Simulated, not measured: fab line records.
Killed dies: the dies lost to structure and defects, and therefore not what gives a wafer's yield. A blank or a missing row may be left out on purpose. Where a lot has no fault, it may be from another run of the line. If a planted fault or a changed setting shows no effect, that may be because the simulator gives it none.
fab line records -- flow gf180mcu
record: lots: 24, wafers: 72, last-day: 34
route steps=602 shown STI@13 NWELL@53 V3@450 V4@500 PASSIVATION@588
lots that met no fault: taken from a fault-free run of the same line
start-h: start of the lot's first displayed wafer, in hours after the record's first day -- wait-h: time in hours since the lot's previous step -- " unchanged from the row above -- L1.1+2: one row covering several wafers at once -- - either no value or no given start -- * or withheld: withheld -- < > ~ a bound
route shown NAME@n: names a module that has steps shown in the file, with the first one's number in the route -- usual: mean/standard deviation of fault-free wafers -- same: alike in all rows -- chamber/n: place in a boat -- sites: per-site readings -- _std_site: how widely they spread, as a standard deviation -- _edge_site: outer sites' mean less inner sites' -- radius-mm: for every site, how far away it sits from the centre of the wafer -- mask NAME#n: copy n -- behind: tool/chamber where the wafer was last shaped -- hold: why the lot was held/for how many hours/how that ended -- device: the transistor (n, p or np) that didn't switch -- end of line: tests of these same wafers at the route's end -- a step without rows: its recipe alone -- killed: the dies lost at the first sort to structure and to defects; this is not the yield of the wafer -- map: per-die view of a wafer (x killed, . not killed, _ where there is no die)
set.NAME: setting as actually run; set.NAME@STEP: the setting as run at that earlier step -- model.NAME: the simulator's own value behind a step, which no gauge read
the route's steps for a sample of lots (tables are steps, rows are wafers)
services: a tool's chamber out of use, with start hour (start-h, from the record's first day; less than 0 if before it), hours out, and reason
== steps ==
step: GF_STI_CD_MEAS_12
recipe: target-cd-nm: 220
usual: cd-nm: 219.6/1.3
lot.wafer,tool,chamber,start-h,wait-h,cd-nm
L074.2,cd-sem-01,-,25.14,0.1,219.8
L074.5,cd-sem-01,-,25.14,0.1,219.6
L074.6,cd-sem-01,-,25.14,0.1,220.1
L075.1,cd-sem-01,-,30.47,0.1,219.6
L075.2,cd-sem-01,-,30.47,0.1,219.8
L075.5,cd-sem-01,-,30.47,0.1,220.0
L076.1,cd-sem-01,-,35.26,0.1,220.5
L076.2,cd-sem-01,-,35.26,0.1,220.7
L076.4,cd-sem-01,-,35.26,0.1,219.4
L077.1,cd-sem-01,-,41.02,0.1,220.0
L077.3,cd-sem-01,-,41.02,0.1,221.5
L077.6,cd-sem-01,-,41.02,0.1,220.2
L078.2,cd-sem-02,-,46.09,0.1,218.4
L078.4,cd-sem-02,-,46.09,0.1,218.7
L078.6,cd-sem-02,-,46.09,0.1,218.0
L079.1,cd-sem-02,-,52.32,0.1,219.6
L079.3,cd-sem-02,-,52.32,0.1,219.8
L079.6,cd-sem-02,-,52.32,0.1,220.1
L080.2,cd-sem-02,-,56.58,0.1,221.1
L080.4,cd-sem-02,-,56.58,0.1,219.8
L080.6,cd-sem-02,-,56.58,0.1,220.5
L081.1,cd-sem-02,-,61.37,0.1,218.5
L081.3,cd-sem-02,-,61.37,0.1,218.3
L081.4,cd-sem-02,-,61.37,0.1,218.5
L082.1,cd-sem-02,-,66.82,0.1,218.2
L082.3,cd-sem-02,-,66.82,0.1,217.4
L082.5,cd-sem-02,-,66.82,0.1,216.7
L083.2,cd-sem-02,-,71.43,0.1,218.6
L083.3,cd-sem-02,-,71.43,0.1,219.3
L083.6,cd-sem-02,-,71.43,0.1,220.8
L084.3,cd-sem-02,-,76.00,0.1,219.5
L084.5,cd-sem-02,-,76.00,0.1,218.8
L084.6,cd-sem-02,-,76.00,0.1,218.7
L085.2,cd-sem-02,-,82.44,0.1,219.4
L085.4,cd-sem-02,-,82.44,0.1,219.6
L085.6,cd-sem-02,-,82.44,0.1,219.6
L086.1,cd-sem-02,-,86.77,0.1,220.2
L086.4,cd-sem-02,-,86.77,0.1,218.6
L086.6,cd-sem-02,-,86.77,0.1,220.3
L087.2,cd-sem-02,-,92.29,0.2,218.3
L087.4,cd-sem-02,-,92.29,0.2,219.2
L087.6,cd-sem-02,-,92.29,0.2,218.7
L088.2,cd-sem-01,-,98.22,0.1,219.8
L088.3,cd-sem-01,-,98.22,0.1,219.8
L088.6,cd-sem-01,-,98.22,0.1,220.3
L089.1,cd-sem-02,-,102.88,0.1,221.3
L089.3,cd-sem-02,-,102.88,0.1,221.5
L089.6,cd-sem-02,-,102.88,0.1,221.1
L090.1,cd-sem-01,-,109.35,0.1,221.3
L090.4,cd-sem-01,-,109.35,0.1,221.4
L090.5,cd-sem-01,-,109.35,0.1,220.5
L091.2,cd-sem-01,-,112.92,0.1,222.0
L091.3,cd-sem-01,-,112.92,0.1,220.7
L091.4,cd-sem-01,-,112.92,0.1,220.9
L092.2,cd-sem-02,-,122.87,0.1,220.2
L092.3,cd-sem-02,-,122.87,0.1,218.8
L092.5,cd-sem-02,-,122.87,0.1,219.9
L093.3,cd-sem-01,-,125.86,0.1,222.8
L093.5,cd-sem-01,-,125.86,0.1,221.8
L093.6,cd-sem-01,-,125.86,0.1,221.3
L094.2,cd-sem-01,-,130.04,0.1,218.9
L094.4,cd-sem-01,-,130.04,0.1,218.7
L094.6,cd-sem-01,-,130.04,0.1,218.7
L095.2,cd-sem-01,-,133.14,0.1,220.1
L095.3,cd-sem-01,-,133.14,0.1,220.0
L095.4,cd-sem-01,-,133.14,0.1,221.1
L096.1,cd-sem-02,-,138.67,0.1,218.1
L096.2,cd-sem-02,-,138.67,0.1,217.5
L096.6,cd-sem-02,-,138.67,0.1,218.3
L097.1,cd-sem-02,-,143.78,0.1,216.9
L097.2,cd-sem-02,-,143.78,0.1,217.4
L097.4,cd-sem-02,-,143.78,0.1,217.6
step: GF_NWELL_TW_MEAS_11
usual: NWELL_TW: 1584/20
lot.wafer,tool,chamber,start-h,wait-h,NWELL_TW
L074.2,film-metro-01,-,55.32,0.1,1560
L074.5,film-metro-01,-,55.32,0.1,1567
L074.6,film-metro-01,-,55.32,0.1,1570
L075.1,film-metro-04,-,61.46,0.1,1588
L075.2,film-metro-04,-,61.46,0.1,1584
L075.5,film-metro-04,-,61.46,0.1,1590
L076.1,film-metro-03,-,66.76,0.1,1609
L076.2,film-metro-03,-,66.76,0.1,1612
L076.4,film-metro-03,-,66.76,0.1,1613
L077.1,film-metro-04,-,74.01,0.1,1600
L077.3,film-metro-04,-,74.01,0.1,1594
L077.6,film-metro-04,-,74.01,0.1,1591
L078.2,film-metro-03,-,76.22,0.1,1596
L078.4,film-metro-03,-,76.22,0.1,1603
L078.6,film-metro-03,-,76.22,0.1,1600
L079.1,film-metro-04,-,84.01,0.1,1596
L079.3,film-metro-04,-,84.01,0.1,1593
L079.6,film-metro-04,-,84.01,0.1,1593
L080.2,film-metro-03,-,89.12,0.1,1604
L080.4,film-metro-03,-,89.12,0.1,1598
L080.6,film-metro-03,-,89.12,0.1,1589
L081.1,film-metro-01,-,93.26,0.1,1550
L081.3,film-metro-01,-,93.26,0.1,1550
L081.4,film-metro-01,-,93.26,0.1,1545
L082.1,film-metro-01,-,99.71,0.1,1548
L082.3,film-metro-01,-,99.71,0.1,1554
L082.5,film-metro-01,-,99.71,0.1,1555
L083.2,film-metro-04,-,105.87,0.1,1576
L083.3,film-metro-04,-,105.87,0.1,1576
L083.6,film-metro-04,-,105.87,0.1,1577
L084.3,film-metro-01,-,108.68,0.1,1552
L084.5,film-metro-01,-,108.68,0.1,1562
L084.6,film-metro-01,-,108.68,0.1,1562
L085.2,film-metro-01,-,115.95,0.1,1553
L085.4,film-metro-01,-,115.95,0.1,1566
L085.6,film-metro-01,-,115.95,0.1,1564
L086.1,film-metro-03,-,122.44,0.1,1609
L086.4,film-metro-03,-,122.44,0.1,1598
L086.6,film-metro-03,-,122.44,0.1,1594
L087.2,film-metro-01,-,132.27,0.1,1564
L087.4,film-metro-01,-,132.27,0.1,1558
L087.6,film-metro-01,-,132.27,0.1,1559
L088.2,film-metro-04,-,140.77,0.1,1593
L088.3,film-metro-04,-,140.77,0.1,1591
L088.6,film-metro-04,-,140.77,0.1,1598
L089.1,film-metro-03,-,143.56,0.1,1610
L089.3,film-metro-03,-,143.56,0.1,1596
L089.6,film-metro-03,-,143.56,0.1,1599
L090.1,film-metro-04,-,147.51,0.1,1573
L090.4,film-metro-04,-,147.51,0.1,1590
L090.5,film-metro-04,-,147.51,0.1,1589
L091.2,film-metro-01,-,149.12,0.1,1555
L091.3,film-metro-01,-,149.12,0.1,1553
L091.4,film-metro-01,-,149.12,0.1,1550
L092.2,film-metro-04,-,158.82,0.1,1589
L092.3,film-metro-04,-,158.82,0.1,1579
L092.5,film-metro-04,-,158.82,0.1,1590
L093.3,film-metro-03,-,164.07,0.1,1603
L093.5,film-metro-03,-,164.07,0.1,1598
L093.6,film-metro-03,-,164.07,0.1,1603
L094.2,film-metro-03,-,167.62,0.1,1606
L094.4,film-metro-03,-,167.62,0.1,1608
L094.6,film-metro-03,-,167.62,0.1,1604
L095.2,film-metro-04,-,169.45,0.1,1591
L095.3,film-metro-04,-,169.45,0.1,1590
L095.4,film-metro-04,-,169.45,0.1,1588
L096.1,film-metro-03,-,175.61,0.1,1592
L096.2,film-metro-03,-,175.61,0.1,1593
L096.6,film-metro-03,-,175.61,0.1,1596
L097.1,film-metro-03,-,181.92,0.1,1593
L097.2,film-metro-03,-,181.92,0.1,1591
L097.4,film-metro-03,-,181.92,0.1,1590
step: GF_V3_SPUTTER_21
recipe: material: Ti, target-thk-nm: 15, chamber-pressure-pa: 5, power-w: 2500, substrate-temp-c: 200, time-s: 80.02
usual: throttle-valve-pct: 30.7/0.8
lot.wafer,tool,chamber,start-h,wait-h,throttle-valve-pct
L074.2,pvd-sputter-03,-,514.50,0.0,30.0
L074.5,pvd-sputter-03,-,514.50,0.0,30.9
L074.6,pvd-sputter-03,-,514.50,0.0,30.4
L075.1,pvd-sputter-01,-,523.48,0.0,29.7
L075.2,pvd-sputter-01,-,523.48,0.0,31.6
L075.5,pvd-sputter-01,-,523.48,0.0,29.8
L076.1,pvd-sputter-01,-,528.16,0.0,30.6
L076.2,pvd-sputter-01,-,528.16,0.0,29.9
L076.4,pvd-sputter-01,-,528.16,0.0,31.4
L077.1,pvd-sputter-03,-,540.62,0.0,30.4
L077.3,pvd-sputter-03,-,540.62,0.0,30.3
L077.6,pvd-sputter-03,-,540.62,0.0,30.2
L078.2,pvd-sputter-01,-,545.58,0.0,29.6
L078.4,pvd-sputter-01,-,545.58,0.0,31.7
L078.6,pvd-sputter-01,-,545.58,0.0,29.5
L079.1,pvd-sputter-03,-,556.44,0.0,30.2
L079.3,pvd-sputter-03,-,556.44,0.0,31.0
L079.6,pvd-sputter-03,-,556.44,0.0,30.8
L080.2,pvd-sputter-03,-,570.21,0.0,30.4
L080.4,pvd-sputter-03,-,570.21,0.0,30.8
L080.6,pvd-sputter-03,-,570.21,0.0,30.8
L081.1,pvd-sputter-01,-,574.16,0.0,31.0
L081.3,pvd-sputter-01,-,574.16,0.0,29.5
L081.4,pvd-sputter-01,-,574.16,0.0,31.7
L082.1,pvd-sputter-02,-,582.95,0.0,31.5
L082.3,pvd-sputter-02,-,582.95,0.0,31.6
L082.5,pvd-sputter-02,-,582.95,0.0,31.5
L083.2,pvd-sputter-02,-,589.26,0.0,29.9
L083.3,pvd-sputter-02,-,589.26,0.0,31.4
L083.6,pvd-sputter-02,-,589.26,0.0,30.1
L084.3,pvd-sputter-01,-,600.90,0.0,31.4
L084.5,pvd-sputter-01,-,600.90,0.0,31.6
L084.6,pvd-sputter-01,-,600.90,0.0,29.6
L085.2,pvd-sputter-02,-,606.60,0.0,29.9
L085.4,pvd-sputter-02,-,606.60,0.0,29.2
L085.6,pvd-sputter-02,-,606.60,0.0,31.5
L086.1,pvd-sputter-03,-,618.38,0.0,30.4
L086.4,pvd-sputter-03,-,618.38,0.0,30.4
L086.6,pvd-sputter-03,-,618.38,0.0,30.9
L087.2,pvd-sputter-01,-,630.11,0.0,31.5
L087.4,pvd-sputter-01,-,630.11,0.0,29.5
L087.6,pvd-sputter-01,-,630.11,0.0,30.8
L088.2,pvd-sputter-03,-,639.97,0.0,30.4
L088.3,pvd-sputter-03,-,639.97,0.0,31.1
L088.6,pvd-sputter-03,-,639.97,0.0,30.2
L089.1,pvd-sputter-02,-,643.90,0.0,29.9
L089.3,pvd-sputter-02,-,643.90,0.0,31.7
L089.6,pvd-sputter-02,-,643.90,0.0,30.0
L090.1,pvd-sputter-02,-,648.58,0.0,30.0
L090.4,pvd-sputter-02,-,648.58,0.0,31.6
L090.5,pvd-sputter-02,-,648.58,0.0,31.3
L091.2,pvd-sputter-02,-,651.77,0.0,31.4
L091.3,pvd-sputter-02,-,651.77,0.0,32.0
L091.4,pvd-sputter-02,-,651.77,0.0,29.9
L092.2,pvd-sputter-01,-,662.95,0.0,31.4
L092.3,pvd-sputter-01,-,662.95,0.0,31.7
L092.5,pvd-sputter-01,-,662.95,0.0,31.3
L093.3,pvd-sputter-02,-,666.18,0.0,29.1
L093.5,pvd-sputter-02,-,666.18,0.0,29.0
L093.6,pvd-sputter-02,-,666.18,0.0,29.8
L094.2,pvd-sputter-01,-,674.79,0.0,30.9
L094.4,pvd-sputter-01,-,674.79,0.0,29.8
L094.6,pvd-sputter-01,-,674.79,0.0,31.6
L095.2,pvd-sputter-03,-,678.49,0.0,30.6
L095.3,pvd-sputter-03,-,678.49,0.0,30.4
L095.4,pvd-sputter-03,-,678.49,0.0,31.4
L096.1,pvd-sputter-02,-,679.36,0.0,31.9
L096.2,pvd-sputter-02,-,679.36,0.0,29.5
L096.6,pvd-sputter-02,-,679.36,0.0,31.4
L097.1,pvd-sputter-02,-,689.37,0.0,31.5
L097.2,pvd-sputter-02,-,689.37,0.0,29.9
L097.4,pvd-sputter-02,-,689.37,0.0,31.4
step: GF_V4_RS_MEAS_24
recipe: thk-meas-gauge: four-point-probe, reads: W_of_V4_CVD_23+TiN_of_V4_SPUTTER_22+Ti_of_V4_SPUTTER_21
usual: V4_W_RS: 0.327/0.005
lot.wafer,tool,chamber,start-h,wait-h,V4_W_RS[ohm/sq]
L074.2,film-metro-04,-,563.50,0.1,0.335
L074.5,film-metro-04,-,563.50,0.1,0.330
L074.6,film-metro-04,-,563.50,0.1,0.333
L075.1,film-metro-04,-,571.65,0.1,0.329
L075.2,film-metro-04,-,571.65,0.1,0.327
L075.5,film-metro-04,-,571.65,0.1,0.329
L076.1,film-metro-01,-,576.10,0.1,0.318
L076.2,film-metro-01,-,576.10,0.1,0.332
L076.4,film-metro-01,-,576.10,0.1,0.324
L077.1,film-metro-01,-,587.48,0.1,0.326
L077.3,film-metro-01,-,587.48,0.1,0.324
L077.6,film-metro-01,-,587.48,0.1,0.314
L078.2,film-metro-01,-,593.04,0.1,0.329
L078.4,film-metro-01,-,593.04,0.1,0.326
L078.6,film-metro-01,-,593.04,0.1,0.324
L079.1,film-metro-01,-,603.32,0.1,0.331
L079.3,film-metro-01,-,603.32,0.1,0.327
L079.6,film-metro-01,-,603.32,0.1,0.333
L080.2,film-metro-01,-,616.50,0.1,0.330
L080.4,film-metro-01,-,616.50,0.1,0.329
L080.6,film-metro-01,-,616.50,0.1,0.330
L081.1,film-metro-03,-,620.02,0.1,0.326
L081.3,film-metro-03,-,620.02,0.1,0.331
L081.4,film-metro-03,-,620.02,0.1,0.318
L082.1,film-metro-01,-,628.10,0.1,0.331
L082.3,film-metro-01,-,628.10,0.1,0.334
L082.5,film-metro-01,-,628.10,0.1,0.334
L083.2,film-metro-04,-,634.68,0.1,0.325
L083.3,film-metro-04,-,634.68,0.1,0.322
L083.6,film-metro-04,-,634.68,0.1,0.326
L084.3,film-metro-01,-,645.31,0.1,0.332
L084.5,film-metro-01,-,645.31,0.1,0.328
L084.6,film-metro-01,-,645.31,0.1,0.327
L085.2,film-metro-01,-,650.91,0.1,0.331
L085.4,film-metro-01,-,650.91,0.1,0.328
L085.6,film-metro-01,-,650.91,0.1,0.332
L086.1,film-metro-04,-,662.03,0.1,0.316
L086.4,film-metro-04,-,662.03,0.1,0.324
L086.6,film-metro-04,-,662.03,0.1,0.315
L087.2,film-metro-04,-,673.29,0.1,0.328
L087.4,film-metro-04,-,673.29,0.1,0.332
L087.6,film-metro-04,-,673.29,0.1,0.330
L088.2,film-metro-01,-,683.14,0.1,0.331
L088.3,film-metro-01,-,683.14,0.1,0.322
L088.6,film-metro-01,-,683.14,0.1,0.326
L089.1,film-metro-01,-,685.71,0.1,0.327
L089.3,film-metro-01,-,685.71,0.1,0.329
L089.6,film-metro-01,-,685.71,0.1,0.332
L090.1,film-metro-04,-,690.46,0.1,0.330
L090.4,film-metro-04,-,690.46,0.1,0.318
L090.5,film-metro-04,-,690.46,0.1,0.326
L091.2,film-metro-01,-,693.84,0.1,0.326
L091.3,film-metro-01,-,693.84,0.1,0.324
L091.4,film-metro-01,-,693.84,0.1,0.333
L092.2,film-metro-01,-,704.20,0.1,0.321
L092.3,film-metro-01,-,704.20,0.1,0.325
L092.5,film-metro-01,-,704.20,0.1,0.322
L093.3,film-metro-01,-,707.18,0.1,0.332
L093.5,film-metro-01,-,707.18,0.1,0.334
L093.6,film-metro-01,-,707.18,0.1,0.322
L094.2,film-metro-03,-,714.31,0.2,0.326
L094.4,film-metro-03,-,714.31,0.2,0.327
L094.6,film-metro-03,-,714.31,0.2,0.330
L095.2,film-metro-01,-,718.68,0.2,0.323
L095.3,film-metro-01,-,718.68,0.2,0.326
L095.4,film-metro-01,-,718.68,0.2,0.325
L096.1,film-metro-01,-,719.52,0.1,0.324
L096.2,film-metro-01,-,719.52,0.1,0.327
L096.6,film-metro-01,-,719.52,0.1,0.325
L097.1,film-metro-01,-,729.26,0.1,0.323
L097.2,film-metro-01,-,729.26,0.1,0.328
L097.4,film-metro-01,-,729.26,0.1,0.325
step: GF_PASSIVATION_THK_MEAS_01
recipe: reads: SiO2_of_PASSIVATION_CVD_00
usual: PASSIVATION_CVD_00_THK: 1003/12
lot.wafer,tool,chamber,start-h,wait-h,PASSIVATION_CVD_00_THK[nm]
L074.2,film-metro-03,-,652.33,0.0,982
L074.5,film-metro-03,-,652.33,0.0,1008
L074.6,film-metro-03,-,652.33,0.0,986
L075.1,film-metro-03,-,660.60,0.0,992
L075.2,film-metro-03,-,660.60,0.0,979
L075.5,film-metro-03,-,660.60,0.0,1003
L076.1,film-metro-01,-,663.07,0.0,998
L076.2,film-metro-01,-,663.07,0.0,993
L076.4,film-metro-01,-,663.07,0.0,1008
L077.1,film-metro-01,-,673.80,0.1,990
L077.3,film-metro-01,-,673.80,0.1,1007
L077.6,film-metro-01,-,673.80,0.1,1014
L078.2,film-metro-01,-,679.29,0.0,995
L078.4,film-metro-01,-,679.29,0.0,1006
L078.6,film-metro-01,-,679.29,0.0,1006
L079.1,film-metro-04,-,688.55,0.0,996
L079.3,film-metro-04,-,688.55,0.0,988
L079.6,film-metro-04,-,688.55,0.0,1001
L080.2,film-metro-03,-,700.20,0.0,986
L080.4,film-metro-03,-,700.20,0.0,1000
L080.6,film-metro-03,-,700.20,0.0,1011
L081.1,film-metro-01,-,703.44,0.0,1003
L081.3,film-metro-01,-,703.44,0.0,993
L081.4,film-metro-01,-,703.44,0.0,1005
L082.1,film-metro-04,-,711.16,0.0,1016
L082.3,film-metro-04,-,711.16,0.0,1000
L082.5,film-metro-04,-,711.16,0.0,1015
L083.2,film-metro-01,-,715.55,0.0,990
L083.3,film-metro-01,-,715.55,0.0,982
L083.6,film-metro-01,-,715.55,0.0,1003
L084.3,film-metro-03,-,725.84,0.1,996
L084.5,film-metro-03,-,725.84,0.1,1019
L084.6,film-metro-03,-,725.84,0.1,1015
L085.2,film-metro-03,-,730.29,0.0,994
L085.4,film-metro-03,-,730.29,0.0,1006
L085.6,film-metro-03,-,730.29,0.0,1007
L086.1,film-metro-03,-,740.58,0.0,1006
L086.4,film-metro-03,-,740.58,0.0,1003
L086.6,film-metro-03,-,740.58,0.0,1010
L087.2,film-metro-01,-,750.92,0.0,1007
L087.4,film-metro-01,-,750.92,0.0,1009
L087.6,film-metro-01,-,750.92,0.0,1012
L088.2,film-metro-04,-,758.26,0.0,992
L088.3,film-metro-04,-,758.26,0.0,995
L088.6,film-metro-04,-,758.26,0.0,1007
L089.1,film-metro-01,-,761.77,0.0,992
L089.3,film-metro-01,-,761.77,0.0,997
L089.6,film-metro-01,-,761.77,0.0,1007
L090.1,film-metro-03,-,766.49,0.0,998
L090.4,film-metro-03,-,766.49,0.0,1017
L090.5,film-metro-03,-,766.49,0.0,1014
L091.2,film-metro-03,-,768.78,0.1,992
L091.3,film-metro-03,-,768.78,0.1,990
L091.4,film-metro-03,-,768.78,0.1,1001
L092.2,film-metro-04,-,776.51,0.0,1012
L092.3,film-metro-04,-,776.51,0.0,1010
L092.5,film-metro-04,-,776.51,0.0,1037
L093.3,film-metro-01,-,780.26,0.1,983
L093.5,film-metro-01,-,780.26,0.1,1002
L093.6,film-metro-01,-,780.26,0.1,1001
L094.2,film-metro-01,-,787.00,0.0,996
L094.4,film-metro-01,-,787.00,0.0,1004
L094.6,film-metro-01,-,787.00,0.0,1009
L095.2,film-metro-01,-,791.12,0.0,1010
L095.3,film-metro-01,-,791.12,0.0,1011
L095.4,film-metro-01,-,791.12,0.0,1013
L096.1,film-metro-04,-,791.55,0.0,1001
L096.2,film-metro-04,-,791.55,0.0,998
L096.6,film-metro-04,-,791.55,0.0,1023
L097.1,film-metro-01,-,797.94,0.0,996
L097.2,film-metro-01,-,797.94,0.0,1006
L097.4,film-metro-01,-,797.94,0.0,1009
step: GF_PASSIVATION_STRIP_12
recipe: chemistry: O2/N2, power-w: 1400, pressure-mtorr: 1500, platen-temp-c: 250, o2-flow-sccm: 3000, n2-flow-sccm: 300, overash-fraction: 0.5
usual: drypump-motor-current-A: 5.8/0.56, heater-power-w: 326/22, oes-product-au: 0.719/0.0048, strip-time-to-endpoint-s: 34.80/0.18
lot.wafer,tool,chamber,start-h,wait-h,drypump-motor-current-A,heater-power-w,oes-product-au,rf-hours-counter-h,strip-time-to-endpoint-s
L074.2,plasma-asher-03,0,671.95,0.1,5.1,355,0.723,94,35.11
L074.5,plasma-asher-03,0,671.95,0.1,5.1,354,0.715,-,35.08
L074.6,plasma-asher-03,1,671.95,0.1,6.0,332,0.721,-,35.07
L075.1,plasma-asher-04,1,680.96,0.1,5.5,301,0.718,103,34.99
L075.2,plasma-asher-04,0,680.96,0.1,6.7,316,0.719,103,35.02
L075.5,plasma-asher-04,1,680.96,0.1,5.5,289,0.715,-,34.87
L076.1,plasma-asher-03,1,683.16,0.1,6.0,324,0.721,95,34.96
L076.2,plasma-asher-03,0,683.16,0.1,5.1,352,0.712,95,34.89
L076.4,plasma-asher-03,0,683.16,0.1,5.1,350,0.718,-,35.17
L077.1,plasma-asher-01,1,693.30,0.1,5.2,340,0.725,26,34.98
L077.3,plasma-asher-01,0,693.30,0.1,5.8,356,0.718,-,34.81
L077.6,plasma-asher-01,1,693.30,0.1,5.2,338,0.722,-,34.72
L078.2,plasma-asher-04,0,699.15,0.1,6.7,302,0.718,105,35.22
L078.4,plasma-asher-04,1,699.15,0.1,5.4,300,0.720,-,34.74
L078.6,plasma-asher-04,0,699.15,0.1,6.7,309,0.727,-,35.10
L079.1,plasma-asher-03,1,707.05,0.1,6.0,335,0.718,98,34.80
L079.3,plasma-asher-03,0,707.05,0.1,5.1,353,0.726,-,34.61
L079.6,plasma-asher-03,0,707.05,0.1,5.1,350,0.715,-,34.72
L080.2,plasma-asher-01,0,718.90,0.1,5.8,349,0.708,28,34.52
L080.4,plasma-asher-01,1,718.90,0.1,5.2,351,0.719,-,34.90
L080.6,plasma-asher-01,1,718.90,0.1,5.2,351,0.722,-,34.67
L081.1,plasma-asher-01,1,722.35,0.1,5.2,348,0.718,28,34.87
L081.3,plasma-asher-01,0,722.35,0.1,5.8,349,0.716,-,34.86
L081.4,plasma-asher-01,1,722.35,0.1,5.2,337,0.717,-,34.52
L082.1,plasma-asher-04,0,729.26,0.1,6.7,311,0.725,108,34.83
L082.3,plasma-asher-04,0,729.26,0.1,6.7,316,0.715,-,35.00
L082.5,plasma-asher-04,1,729.26,0.1,5.4,291,0.712,-,34.53
L083.2,plasma-asher-04,0,733.68,0.1,6.7,308,0.719,109,34.54
L083.3,plasma-asher-04,0,733.68,0.1,6.7,306,0.717,-,34.65
L083.6,plasma-asher-04,1,733.68,0.1,5.5,294,0.737,-,34.66
L084.3,plasma-asher-04,1,743.58,0.2,5.5,294,0.712,-,35.03
L084.5,plasma-asher-04,0,743.58,0.2,6.7,307,0.714,-,34.56
L084.6,plasma-asher-04,1,743.58,0.2,5.5,305,0.716,-,34.85
L085.2,plasma-asher-04,0,747.85,0.1,6.7,309,0.713,1,34.94
L085.4,plasma-asher-04,0,747.85,0.1,6.7,312,0.718,-,34.65
L085.6,plasma-asher-04,0,747.85,0.1,6.7,301,0.712,-,34.79
L086.1,plasma-asher-03,1,757.70,0.1,6.0,330,0.718,104,34.51
L086.4,plasma-asher-03,1,757.70,0.1,6.0,327,0.721,-,34.74
L086.6,plasma-asher-03,1,757.70,0.1,6.0,327,0.719,-,34.61
L087.2,plasma-asher-04,0,767.71,0.1,6.7,299,0.718,3,34.84
L087.4,plasma-asher-04,0,767.71,0.1,6.7,305,0.715,-,34.69
L087.6,plasma-asher-04,1,767.71,0.1,5.5,300,0.717,-,34.55
L088.2,plasma-asher-03,0,775.51,0.1,5.1,361,0.716,106,34.84
L088.3,plasma-asher-03,1,775.51,0.1,6.0,336,0.723,-,34.81
L088.6,plasma-asher-03,0,775.51,0.1,5.1,354,0.722,-,34.82
L089.1,plasma-asher-03,1,778.16,0.1,6.0,337,0.719,106,34.75
L089.3,plasma-asher-03,0,778.16,0.1,5.1,359,0.714,-,34.89
L089.6,plasma-asher-03,1,778.16,0.1,6.0,334,0.719,-,34.75
L090.1,plasma-asher-04,0,782.68,0.1,6.7,305,0.714,4,34.86
L090.4,plasma-asher-04,1,782.68,0.1,5.5,297,0.719,-,34.86
L090.5,plasma-asher-04,0,782.68,0.1,6.7,303,0.723,-,34.82
L091.2,plasma-asher-04,1,785.51,0.1,5.5,304,0.718,4,34.59
L091.3,plasma-asher-04,0,785.51,0.1,6.7,308,0.708,-,34.67
L091.4,plasma-asher-04,1,785.51,0.1,5.5,300,0.726,-,34.59
L092.2,plasma-asher-03,0,792.93,0.1,5.1,364,0.719,107,34.65
L092.3,plasma-asher-03,0,792.93,0.1,5.1,349,0.715,-,34.89
L092.5,plasma-asher-03,1,792.93,0.1,6.0,329,0.712,-,34.77
L093.3,plasma-asher-03,1,796.02,0.2,6.0,333,0.709,-,34.60
L093.5,plasma-asher-03,1,796.02,0.2,6.0,330,0.717,-,34.75
L093.6,plasma-asher-03,0,796.02,0.2,5.1,356,0.719,-,34.62
L094.2,plasma-asher-01,1,801.05,0.1,5.2,333,0.720,37,35.03
L094.4,plasma-asher-01,1,801.05,0.1,5.2,340,0.725,-,34.97
L094.6,plasma-asher-01,0,801.05,0.1,5.8,348,0.730,-,35.01
L095.2,plasma-asher-01,1,806.60,0.1,5.2,344,0.714,37,34.99
L095.3,plasma-asher-01,0,806.60,0.1,5.7,352,0.713,-,34.85
L095.4,plasma-asher-01,1,806.60,0.1,5.2,343,0.719,-,34.57
L096.1,plasma-asher-04,0,806.78,0.1,6.7,309,0.717,7,34.39
L096.2,plasma-asher-04,1,806.78,0.1,5.5,293,0.720,7,34.51
L096.6,plasma-asher-04,1,806.78,0.1,5.4,294,0.718,-,34.69
L097.1,plasma-asher-01,1,813.13,0.1,5.2,343,0.717,38,34.74
L097.2,plasma-asher-01,0,813.13,0.1,5.8,347,0.719,38,34.85
L097.4,plasma-asher-01,0,813.13,0.1,5.8,341,0.727,-,34.75
== services ==
tool,chamber,start-h,hours,kind
plasma-asher-03,-,506.59,2.8,pm
pvd-sputter-02,-,528.27,2.2,repair
pvd-sputter-03,-,550.99,0.7,repair
plasma-asher-03,-,566.49,1.3,repair
plasma-asher-04,-,571.56,23.3,pm
plasma-asher-03,-,581.97,4.6,repair
plasma-asher-04,-,606.35,0.9,repair
plasma-asher-04,-,626.27,15.6,pm
pvd-sputter-02,0,639.69,-,consumable-replace:kit
plasma-asher-03,-,650.78,3.9,repair
plasma-asher-04,-,654.12,6.9,repair
plasma-asher-03,-,668.09,3.3,repair
plasma-asher-01,-,696.58,4.7,repair
plasma-asher-04,-,733.78,9.0,pm
plasma-asher-04,0,733.78,9.0,vent-cycle
plasma-asher-04,1,733.78,9.0,vent-cycle
plasma-asher-04,0,742.78,-,clean
plasma-asher-04,1,742.78,-,clean
pvd-sputter-02,-,758.17,1.7,repair
pvd-sputter-02,3,782.00,-,consumable-replace:kit
pvd-sputter-02,3,782.00,18.0,scheduled-down
pvd-sputter-03,-,790.25,2.7,repair
plasma-asher-04,-,795.84,1.8,repair
plasma-asher-04,-,802.87,1.6,repair
== key ==
fault none
